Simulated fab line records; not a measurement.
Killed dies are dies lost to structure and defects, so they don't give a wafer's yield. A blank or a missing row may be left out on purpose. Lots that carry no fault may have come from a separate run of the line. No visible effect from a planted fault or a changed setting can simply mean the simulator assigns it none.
Problem report, 8D (eight disciplines) form, completed by code / flow sky130 / the parts of the form that need people (team, actions taken, sign-off) are left out

== 1. WHAT WENT WRONG ==
beam energy keV at SKY_VT_ADJUST_HVTP_IMPLANT_09 reads a mean of 158.17 on 6 wafers of 2 lots; wafers without a fault read 149.99 with a standard deviation of 0.054. That is +99 or more standard deviations from the usual mean.
First seen on wafer L363.1, day 7 19:23, on implanter-03. Wafers with a number at this step in the record: 39, from 13 lots. Rule for "out" (also "out of limits"): further than 4 standard deviations from the usual mean. Any other wafer with a number is counted as sound.

== 2. WHAT IT IS; WHAT IT IS NOT ==
question=which readings at this step | is=beam energy keV | is not=end station pressure torr
question=which lots | is=L363, L364 | is not=L358, L359, L360, L361, L372, L374, L375, L376, L377, L378, L380
question=which wafers of those lots | is=all that have a number | is not=-
question=read on which tools | is=implanter-03 | is not=implanter-01, implanter-02
question=when | is=from day 7 19:23 | is not=up to then (12 sound wafers); but 21 sound wafers of L372, L374, L375, L376, L377, L378, L380 came after

== 3. WHAT RULES OUT EACH SUSPECT ==
Counting: a tool at any process step up to the reading remains a suspect when it ran all the lots that are out and ran no sound lot after the first of those.
- plasma asher-04 at SKY_DNWELL_STRIP_08 (strips in O2/N2): ruled out as a lasting fault. Following L363 (day 4 15:50), the first lot on it that is out, the sound lots L375, L376, L377, L380 were run on it.
- implanter-03 at SKY_VT_ADJUST_HVTP_IMPLANT_09: ruled out as a lasting fault. Following L363 (day 7 19:23), the first lot on it that is out, the sound lots L380 were run on it.
Left after counting: nothing in the record.

== 4. THE CAUSE (what the simulator had put in) ==
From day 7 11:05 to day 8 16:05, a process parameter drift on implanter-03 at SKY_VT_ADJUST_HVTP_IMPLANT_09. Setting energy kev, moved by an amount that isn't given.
Counting ruled it out, wrongly.

== 5. THE EFFECT CHAIN, in route order ==
One row per reading whose mean, taken over the struck wafers that have a number, lies over 3 standard deviations from the usual. Only readings whose record carries a usual standard deviation are examined. hours: median over the lots of the time between each lot's start at the first step of this table that gives one and its start at this step. sigmas: the change, counted in usual standard deviations.
hours=0; step=SKY_VT_ADJUST_HVTP_IMPLANT_09; reading=beam energy keV; usual=149.99; on struck wafers=158.17; change=+8.18; sigmas=+99 or more
Here are the process steps it includes:
- SKY_VT_ADJUST_HVTP_IMPLANT_09

== 6. HOW IT WOULD HAVE BEEN CAUGHT EARLIER ==
8 hours passed between the start of the fault at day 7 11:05 and the first reading out of limits in this record, taken at day 7 19:23.
